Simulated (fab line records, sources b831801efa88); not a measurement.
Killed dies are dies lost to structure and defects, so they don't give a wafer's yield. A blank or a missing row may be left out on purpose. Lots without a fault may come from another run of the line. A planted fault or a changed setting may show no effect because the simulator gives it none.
fab line records | flow sky130
record lots=7 wafers=18 last_day=50
route steps=708 shown FIELD_ISO@6 PAD_OPEN@708
lots that met no fault: from a run of the same line without faults
start_h: hours from the record's first day to the start of the lot's first wafer shown | wait_h: hours since the lot's step before | " the same as in the row above | L1.1+2: a row that stands for several wafers | - no value, or no start given | * or withheld: withheld | < > ~ a bound
route shown NAME@n: a module of which the file shows steps, and the number in the route of the first | usual: mean/standard deviation of fault-free wafers | same: alike in all rows | chamber/n: place in a boat | sites: the reading at each site | _std_site: their standard deviation | _edge_site: outer sites' mean less inner sites' | radius_mm: how far each site lies from the wafer's centre | mask NAME#n: copy n | behind: the tool/chamber that last shaped the wafer | hold: why the lot was held/for how many hours/how that ended | device: the transistor (n, p or np) that didn't switch | end of line: the same wafers' tests at the end of the route | a step without rows: its recipe alone | killed: dies lost to structure and defects at the first sort, not the wafer's yield | map: a wafer's dies, x killed, . not, _ none there
set.NAME: the setting as run; set.NAME@STEP: as run at that earlier step | model.NAME: the simulator's own value behind a step, which no gauge read
lots at some steps of the route; a table a step, a row a wafer
services: from which hour (start_h, from the record's first day; less than 0 if before it) a tool's chamber was out of use, for how many hours, and why
## steps
# step SKY_FIELD_ISO_DEHYDRATE_05
# recipe temp_c=200 time_s=60
# step SKY_FIELD_ISO_HMDS_06
# recipe prime_time_s=60 prime_temp_c=120
# step SKY_FIELD_ISO_COAT_07
# recipe resist=BARC temp_c=withheld time_s=withheld spin_rpm=3000 resist_thk_nm=60
# step SKY_FIELD_ISO_COAT_08
# recipe resist=KrF-thick spin_rpm=3000 resist_thk_nm=450
# step SKY_FIELD_ISO_SOFTBAKE_09
# recipe temp_c=100 time_s=90 resist=KrF-thick
# step SKY_FIELD_ISO_EXPOSE_10
# recipe mask_id=FOM na=0.68 source_shape=annular sigma_inner=0.4 sigma_outer=0.8 target_cd_nm=150 dose_mj=28
# step SKY_FIELD_ISO_PEB_11
# recipe peb_temp_c=withheld peb_time_s=withheld resist=KrF-thick
# step SKY_FIELD_ISO_DEVELOP_12
# recipe develop_time_s=60 resist=KrF-thick dev_temp_c=21
# step SKY_FIELD_ISO_CD_MEAS_13
# recipe target_cd_nm=150
# usual cd_nm=149.9/1.4
# columns lot.wafer tool chamber start_h wait_h cd_nm
L691.2 cd_sem-02 - 27.98 - 149.0
L691.3 " - " " 150.6
L691.5 " - " " 149.9
L693.1 cd_sem-02 - 29.61 - 151.3
L693.4 " - " " 151.1
L693.5 " - " " 148.6
L695.1 cd_sem-02 - 35.78 - 150.4
L695.4 " - " " 150.4
L695.5 " - " " 151.4
L697.2 cd_sem-02 - 63.87 - 149.2
L697.5 " - " " 150.5
L697.6 " - " " 148.9
L710.2 cd_sem-01 - 128.92 - 151.4
L710.4 " - " " 151.8
L711.2 cd_sem-01 - 133.08 - 148.8
L711.5 " - " " 148.5
L713.2 cd_sem-01 - 145.18 - 151.6
L713.4 " - " " 150.8
# step SKY_FIELD_ISO_ETCH_14
# recipe chemistry=N2/H2 target=BARC ion_energy_ev=200 source_w=500 bias_w=100 pressure_mtorr=30 n2_flow_sccm=100 h2_flow_sccm=200 stop_on=SiO2 time_s=45.9 target_depth_a=600
# usual drypump_motor_current_A=5.7/0.49 h2_flow_sccm=200.0/0.59 oes_product_au=0.854/0.0052 run_length_s=74.2/0.56 throttle_valve_pct=13.224/0.0096
# columns lot.wafer tool chamber start_h wait_h drypump_motor_current_A h2_flow_sccm oes_product_au rf_hours_counter_h run_length_s throttle_valve_pct
L691.2 rie_diel-03 3 28.08 0.1 5.1 200.1 0.851 72 74.2 13.227
L691.3 " 2 " " 5.9 200.0 0.850 160 73.9 13.231
L691.5 " 1 " " 6.1 199.8 0.848 - 73.3 13.224
L693.1 rie_diel-03 0 29.73 0.1 5.8 199.5 0.853 117 74.5 13.216
L693.4 " 1 " " 6.1 199.8 0.856 48 72.9 13.202
L693.5 " 3 " " 5.1 198.3 0.852 - 74.5 13.236
L695.1 rie_diel-02 0 35.90 0.1 5.1 200.1 0.856 91 74.4 13.224
L695.4 " 2 " " 5.6 200.4 0.850 6 74.6 13.230
L695.5 " 3 " " 5.9 199.6 0.852 - 74.1 13.225
L697.2 rie_diel-03 0 63.97 0.1 5.9 199.4 0.866 117 75.0 13.222
L697.5 " 0 " " 5.8 198.8 0.849 - 74.6 13.225
L697.6 " 1 " " 6.1 200.0 0.848 - 73.2 13.226
L710.2 rie_diel-01 0 129.02 0.1 5.4 199.2 0.862 27 74.0 13.219
L710.4 " 2 " " 6.2 199.6 0.853 78 74.1 13.211
L711.2 rie_diel-01 1 133.18 0.1 4.9 200.3 0.846 0 73.4 13.221
L711.5 " 0 " " 5.4 200.5 0.853 - 73.2 13.236
L713.2 rie_diel-02 1 145.28 0.1 6.2 200.8 0.860 140 74.7 13.211
L713.4 " 0 " " 5.1 200.4 0.861 93 74.3 13.210
# step SKY_FIELD_ISO_ETCH_15
# recipe chemistry=CHF3/O2 target_depth_nm=180 stop_on=Si source_w=600 bias_w=200 pressure_mtorr=40 chf3_flow_sccm=50 O2_flow_sccm=5 time_s=72
# usual drypump_motor_current_A=5.7/0.49 oes_product_au=0.943/0.0079 run_length_s=100.3/0.59 throttle_valve_pct=8.845/0.009
# columns lot.wafer tool chamber start_h wait_h drypump_motor_current_A oes_product_au rf_hours_counter_h run_length_s throttle_valve_pct
L691.2 rie_diel-03 3 28.13 0.0 5.0 0.934 72 101.1 8.833
L691.3 " 2 " " 5.9 0.943 160 100.1 8.861
L691.5 " 1 " " 6.1 0.937 - 99.5 8.844
L693.1 rie_diel-03 0 29.78 0.0 5.9 0.949 117 100.6 8.853
L693.4 " 1 " " 6.1 0.950 48 99.1 8.837
L693.5 " 3 " " 5.0 0.949 - 100.3 8.843
L695.1 rie_diel-02 0 35.94 0.0 5.1 0.944 91 100.5 8.854
L695.4 " 2 " " 5.6 0.954 6 100.8 8.847
L695.5 " 3 " " 5.9 0.952 - 100.2 8.840
L697.2 rie_diel-03 0 64.01 0.0 5.8 0.935 117 100.5 8.829
L697.5 " 0 " " 5.8 0.939 - 100.9 8.838
L697.6 " 1 " " 6.0 0.943 - 99.4 8.850
L710.2 rie_diel-01 0 129.07 0.0 5.4 0.944 27 99.6 8.832
L710.4 " 2 " " 6.2 0.935 78 100.2 8.839
L711.2 rie_diel-01 1 133.23 0.0 4.9 0.960 0 99.4 8.864
L711.5 " 0 " " 5.4 0.956 - 99.2 8.845
L713.2 rie_diel-02 1 145.33 0.0 6.2 0.957 140 101.1 8.831
L713.4 " 0 " " 5.1 0.946 93 100.6 8.843
# step SKY_FIELD_ISO_STRIP_16
# recipe chemistry=O2/N2 power_w=1400 pressure_mtorr=1500 platen_temp_c=withheld o2_flow_sccm=3000 n2_flow_sccm=300 overash_fraction=0.5
# usual drypump_motor_current_A=5.6/0.42 oes_product_au=0.378/0.0048 strip_time_to_endpoint_s=3.543/0.025
# columns lot.wafer tool chamber start_h wait_h drypump_motor_current_A oes_product_au rf_hours_counter_h strip_time_to_endpoint_s
L691.2 plasma_asher-01 1 28.18 0.0 5.9 0.374 31 3.558
L691.3 " 0 " " 5.4 0.375 - 3.545
L691.5 " 0 " " 5.4 0.374 - 3.518
L693.1 plasma_asher-01 1 29.83 0.0 5.9 0.379 31 3.557
L693.4 " 0 " " 5.4 0.384 - 3.554
L693.5 " 0 " " 5.4 0.375 - 3.563
L695.1 plasma_asher-01 0 36.00 0.0 5.4 0.370 31 3.504
L695.4 " 0 " " 5.4 0.369 - 3.528
L695.5 " 1 " " 5.9 0.382 - 3.523
L697.2 plasma_asher-04 1 64.07 0.0 5.1 0.386 38 3.571
L697.5 " 1 " " 5.1 0.392 - 3.553
L697.6 " 0 " " 6.3 0.381 - 3.583
L710.2 plasma_asher-03 1 129.12 0.0 5.3 0.381 1 3.544
L710.4 " 0 " " 5.8 0.382 - 3.569
L711.2 plasma_asher-04 1 133.28 0.0 5.1 0.386 45 3.567
L711.5 " 0 " " 6.3 0.390 - 3.572
L713.2 plasma_asher-03 1 145.38 0.0 5.3 0.379 3 3.542
L713.4 " 0 " " 5.7 0.374 - 3.565
# step SKY_FIELD_ISO_ETCH_17
# recipe target_depth_a=3420 mask_material=Si3N4 chemistry=HBr/Cl2/O2 target=Si taper_deg=5 icp_w=600 bias_w=150 pressure_mtorr=15 HBr_flow_sccm=150 Cl2_flow_sccm=40 O2_flow_sccm=6 time_s=97.7
# usual HBr_flow_sccm=150.0/0.44 drypump_motor_current_A=5.6/0.45 oes_product_au=1.002/0.0083 run_length_s=126.1/0.4 throttle_valve_pct=25.653/0.01
# columns lot.wafer tool chamber start_h wait_h HBr_flow_sccm drypump_motor_current_A oes_product_au rf_hours_counter_h run_length_s throttle_valve_pct model.FIELD_ISO.feature_depth_nm model.etch.depth_nm
L691.2 rie_si-01 1 28.28 0.1 150.0 5.7 0.998 105 126.4 25.672 343.6 343.6
L691.3 " 2 " " 150.5 6.0 1.023 2 125.6 25.635 349.3 349.3
L691.5 " 3 " " 149.1 4.8 1.000 - 125.6 25.635 343.2 343.2
L693.1 rie_si-01 2 29.93 0.1 150.1 6.0 1.006 2 126.3 25.652 348.9 348.9
L693.4 " 3 " " 149.4 4.8 0.995 87 125.8 25.660 340.5 340.5
L693.5 " 1 " " 150.2 5.7 1.001 - 126.1 25.665 342.2 342.2
L695.1 rie_si-01 1 36.10 0.1 150.3 5.7 0.997 105 126.0 25.680 341 341
L695.4 " 3 " " 150.3 4.8 0.992 87 125.9 25.636 341.5 341.5
L695.5 " 0 " " 149.3 6.0 1.001 - 126.3 25.657 339.7 339.7
L697.2 rie_si-01 2 64.17 0.1 149.5 6.0 1.011 2 126.2 25.652 345.1 345.1
L697.5 " 1 " " 149.8 5.7 0.996 - 126.1 25.645 342 342
L697.6 " 0 " " 150.5 6.0 1.002 - 126.9 25.653 340.8 340.8
L710.2 rie_si-01 2 129.22 0.1 149.4 6.0 0.999 3 128.9 25.660 351.3 351.3
L710.4 " 1 " " 150.2 5.7 0.994 106 129.0 25.660 348.1 348.1
L711.2 rie_si-01 3 133.38 0.1 150.1 4.8 1.005 88 128.5 25.655 352.9 352.9
L711.5 " 1 " " 150.3 5.7 0.999 - 126.2 25.647 343.4 343.4
L713.2 rie_si-01 1 145.48 0.1 150.2 5.7 0.999 107 129.1 25.645 354.7 354.7
L713.4 " 0 " " 149.7 6.0 1.000 84 129.1 25.660 353.3 353.3
# step SKY_FIELD_ISO_WET_ETCH_18
# recipe chemistry=H3PO4 target_depth_nm=25 temp_c=160 target=Si3N4 time_s=286
# step SKY_PAD_OPEN_PROBE_99
# usual killed_at_M0_to_M3=43/6.6 killed_at_M4_up=3.2/1.8 killed_at_contacts=24/5 killed_at_front_end=15/4.5 killed_at_other=0.2/0.46 killed_dies=86/8.8 killed_open=48/6.6 killed_short=38/6.1
# same gross_dies=492 killed_at_back_side=0
# columns lot.wafer tool chamber start_h wait_h killed_at_M0_to_M3 killed_at_M4_up killed_at_contacts killed_at_front_end killed_at_other killed_dies killed_open killed_short model.etest.res_p_drift_20v.line_ohm_um model.etest.res_p_drift_20v.rs_ohm_sq model.etest.pfet_16v.r_on_ohm_um model.etest.cap_poly_to_well.c_af_um2
L691.2 prober-02 - 1050.78 0.1 46 3 33 20 0 102 53 49 1.134e+04 9565 1.538e+04 92.41
L691.3 prober-02 - 1050.83 0.2 47 4 35 11 0 97 58 39 1.176e+04 9962 1.568e+04 89.91
L691.5 prober-02 - 1050.93 0.2 60 2 23 19 1 105 49 56 1.16e+04 9655 1.542e+04 90.63
L693.1 prober-02 - 1090.61 0.1 46 3 20 27 0 96 47 49 1.263e+04 1.059e+04 1.531e+04 90.1
L693.4 prober-02 - 1090.76 0.2 47 1 23 23 1 95 60 35 1.174e+04 9887 1.484e+04 92.98
L693.5 prober-02 - 1090.81 0.2 46 2 20 25 0 93 44 49 1.17e+04 9917 1.502e+04 93.65
L695.1 prober-02 - 1107.70 0.1 56 2 21 9 0 88 49 39 1.146e+04 9494 1.514e+04 92.76
L695.4 prober-02 - 1107.85 0.2 38 2 22 16 0 78 49 29 1.147e+04 9392 1.501e+04 92.36
L695.5 prober-02 - 1107.90 0.2 42 6 13 22 0 83 44 39 1.146e+04 9323 1.493e+04 93.12
L697.2 prober-02 - 1113.98 0.1 39 4 19 15 1 78 44 34 1.136e+04 9251 1.523e+04 92.49
L697.5 prober-02 - 1114.13 0.2 37 5 28 21 0 91 48 43 1.098e+04 9221 1.505e+04 92.12
L697.6 prober-02 - 1114.18 0.2 43 2 24 16 1 86 50 36 1.092e+04 9097 1.51e+04 93.01
L710.2 prober-02 - 1186.73 0.1 44 6 22 15 0 87 47 40 1.23e+04 1.024e+04 1.558e+04 87.06
L710.4 prober-02 - 1186.83 0.2 25 6 23 13 0 67 38 29 1.197e+04 9959 1.545e+04 87.68
L711.2 prober-01 - 1194.74 0.1 48 3 20 19 0 90 44 46 1.226e+04 1.03e+04 1.602e+04 88.26
L711.5 prober-01 - 1194.89 0.2 43 3 17 14 0 77 47 30 1.126e+04 9380 1.544e+04 91.47
L713.2 prober-01 - 1208.88 0.1 40 5 20 19 0 84 43 41 1.169e+04 9854 1.549e+04 90.82
L713.4 prober-01 - 1208.98 0.2 46 4 28 13 0 91 47 44 1.166e+04 9652 1.546e+04 88.19
# killed by level:class
L691.2 CONTACT:geometric_particle:open=10 VIA1:geometric_particle:open=9 VIA3:geometric_particle:open=9 LOCAL_INTERCONNECT:geometric_particle:short=8 FIELD_ISO:geometric_particle:short=7 VIA2:geometric_particle:short=6 LI_CONTACT:geometric_particle:open=5 CONTACT:geometric_particle:short=5
L691.3 CONTACT:geometric_particle:open=16 VIA3:geometric_particle:open=9 METAL2:geometric_particle:short=7 LI_CONTACT:geometric_particle:open=7 VIA1:geometric_particle:open=7 METAL1:geometric_particle:short=6 VIA2:geometric_particle:open=6 FIELD_ISO:geometric_particle:open=4
L691.5 CONTACT:geometric_particle:open=13 VIA1:geometric_particle:open=11 METAL1:geometric_particle:short=11 FIELD_ISO:geometric_particle:short=9 VIA3:geometric_particle:open=9 VIA1:geometric_particle:short=9 CONTACT:geometric_particle:short=5 METAL2:geometric_particle:short=5
L693.1 VIA1:geometric_particle:open=12 FIELD_ISO:geometric_particle:short=8 CONTACT:geometric_particle:open=7 METAL2:geometric_particle:short=7 CONTACT:geometric_particle:short=6 METAL1:geometric_particle:short=6 POLY_GATE:geometric_particle:open=5 POLY_GATE:geometric_particle:short=5
L693.4 VIA1:geometric_particle:open=15 FIELD_ISO:geometric_particle:open=9 VIA2:geometric_particle:open=9 METAL2:geometric_particle:short=8 CONTACT:geometric_particle:open=7 LI_CONTACT:geometric_particle:open=6 FIELD_ISO:geometric_particle:short=5 VIA1:geometric_particle:short=5
L693.5 VIA1:geometric_particle:open=12 FIELD_ISO:geometric_particle:short=10 CONTACT:geometric_particle:open=7 METAL2:geometric_particle:short=7 POLY_GATE:geometric_particle:open=6 CONTACT:geometric_particle:short=5 VIA2:geometric_particle:short=5 VIA3:geometric_particle:open=5
L695.1 VIA1:geometric_particle:open=18 VIA3:geometric_particle:open=8 VIA1:geometric_particle:short=8 CONTACT:geometric_particle:open=7 POLY_GATE:geometric_particle:short=5 CONTACT:geometric_particle:short=5 LI_CONTACT:geometric_particle:open=4 METAL2:geometric_particle:short=4
L695.4 VIA1:geometric_particle:open=11 CONTACT:geometric_particle:open=9 FIELD_ISO:geometric_particle:open=5 POLY_GATE:geometric_particle:open=5 METAL1:geometric_particle:short=5 VIA2:geometric_particle:open=5 LI_CONTACT:geometric_particle:short=4 VIA3:geometric_particle:open=4
L695.5 VIA1:geometric_particle:open=7 FIELD_ISO:geometric_particle:open=6 CONTACT:geometric_particle:open=6 METAL1:geometric_particle:short=6 VIA1:geometric_particle:short=6 FIELD_ISO:geometric_particle:short=5 VIA2:geometric_particle:short=5 VIA2:geometric_particle:open=5
L697.2 VIA1:geometric_particle:open=12 CONTACT:geometric_particle:open=7 VIA3:geometric_particle:open=6 METAL1:geometric_particle:short=5 VIA1:geometric_particle:short=5 FIELD_ISO:geometric_particle:open=4 FIELD_ISO:geometric_particle:short=4 LI_CONTACT:geometric_particle:open=4
L697.5 VIA1:geometric_particle:open=10 LI_CONTACT:geometric_particle:open=9 VIA2:geometric_particle:open=8 METAL2:geometric_particle:short=7 LOCAL_INTERCONNECT:geometric_particle:short=6 CONTACT:geometric_particle:open=6 POLY_GATE:geometric_particle:short=5 FIELD_ISO:geometric_particle:open=4
L697.6 FIELD_ISO:geometric_particle:open=8 VIA1:geometric_particle:open=8 VIA2:geometric_particle:open=8 LI_CONTACT:geometric_particle:open=7 CONTACT:geometric_particle:open=7 VIA3:geometric_particle:open=6 VIA1:geometric_particle:short=6 CONTACT:geometric_particle:short=5
L710.2 FIELD_ISO:geometric_particle:open=9 VIA2:geometric_particle:open=9 CONTACT:geometric_particle:open=8 VIA1:geometric_particle:open=8 LI_CONTACT:geometric_particle:open=6 METAL2:geometric_particle:short=6 METAL4:geometric_particle:short=6 CONTACT:geometric_particle:short=5
L710.4 CONTACT:geometric_particle:open=8 LI_CONTACT:geometric_particle:open=6 VIA2:geometric_particle:open=5 FIELD_ISO:geometric_particle:open=4 POLY_GATE:geometric_particle:short=4 METAL4:geometric_particle:short=4 CONTACT:geometric_particle:short=4 METAL1:geometric_particle:open=4
L711.2 VIA1:geometric_particle:open=9 CONTACT:geometric_particle:open=8 VIA2:geometric_particle:open=7 METAL1:geometric_particle:short=6 VIA3:geometric_particle:open=6 FIELD_ISO:geometric_particle:short=5 CONTACT:geometric_particle:short=5 VIA1:geometric_particle:short=5
L711.5 VIA1:geometric_particle:open=15 CONTACT:geometric_particle:open=7 METAL1:geometric_particle:short=5 VIA2:geometric_particle:open=5 METAL2:geometric_particle:short=4 VIA3:geometric_particle:open=4 VIA3:geometric_particle:short=4 POLY_GATE:geometric_particle:short=3
L713.2 CONTACT:geometric_particle:open=11 POLY_GATE:geometric_particle:open=6 METAL1:geometric_particle:short=6 VIA1:geometric_particle:short=6 VIA3:geometric_particle:open=6 VIA2:geometric_particle:open=5 FIELD_ISO:geometric_particle:open=4 VIA2:geometric_particle:short=4
L713.4 CONTACT:geometric_particle:open=10 VIA3:geometric_particle:open=9 VIA2:geometric_particle:open=8 METAL1:geometric_particle:short=7 LI_CONTACT:geometric_particle:open=6 CONTACT:geometric_particle:short=5 VIA1:geometric_particle:open=5 FIELD_ISO:geometric_particle:short=4
## services
# columns tool chamber start_h hours kind
rie_si-01 - 31.58 2.4 repair
rie_diel-01 - 37.46 0.4 repair
rie_diel-03 3 37.53 1.4 repair
rie_diel-02 1 43.87 12.9 repair
rie_diel-01 3 62.39 5.2 repair
rie_diel-01 1 100.99 - clean
rie_diel-01 1 100.99 16.2 scheduled_down
rie_diel-01 1 100.99 16.2 vent_cycle
rie_diel-03 1 107.18 41.4 repair
plasma_asher-03 - 108.75 9.0 pm
plasma_asher-03 0 108.75 9.0 vent_cycle
plasma_asher-03 1 108.75 9.0 vent_cycle
plasma_asher-03 0 117.75 - clean
plasma_asher-03 1 117.75 - clean
rie_diel-03 2 120.53 8.6 repair
rie_diel-03 0 126.21 5.8 repair
rie_diel-01 - 128.13 0.8 repair
rie_diel-03 - 129.34 14.6 pm
## key
first_sign step=SKY_FIELD_ISO_ETCH_17 reading=run_length_s direction=up sigmas=6.9 usual=* struck=*
effect none on later readings
model_effect step=SKY_FIELD_ISO_ETCH_17 value=FIELD_ISO.feature_depth_nm without=342 struck=352.1
model_effect step=SKY_PAD_OPEN_PROBE_99 value=etest.res_p_drift_20v.line_ohm_um without=1.124e+04 struck=1.197e+04
met_at SKY_FIELD_ISO_ETCH_17
struck_wafers L710.2,L710.4,L711.2,L713.2,L713.4
tester_left_out L710,L711,L713
onset_between 64.17 129.22
fault kind=process_parameter_drift tool=rie_si-01 chamber=- onset_h=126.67 steps=SKY_FIELD_ISO_ETCH_17 channel=time_s offset=* shape=step end_h=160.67 scope=struck_wafers_only acts_in=* stated=*
# tester_left_out: of these lots the tester's yield and bins aren't shown, on N5 and GAA mostly nor the transistor test; their killed dies are dies lost to structure and defects alone, not to doping, threshold or leakage, so they don't give the yield
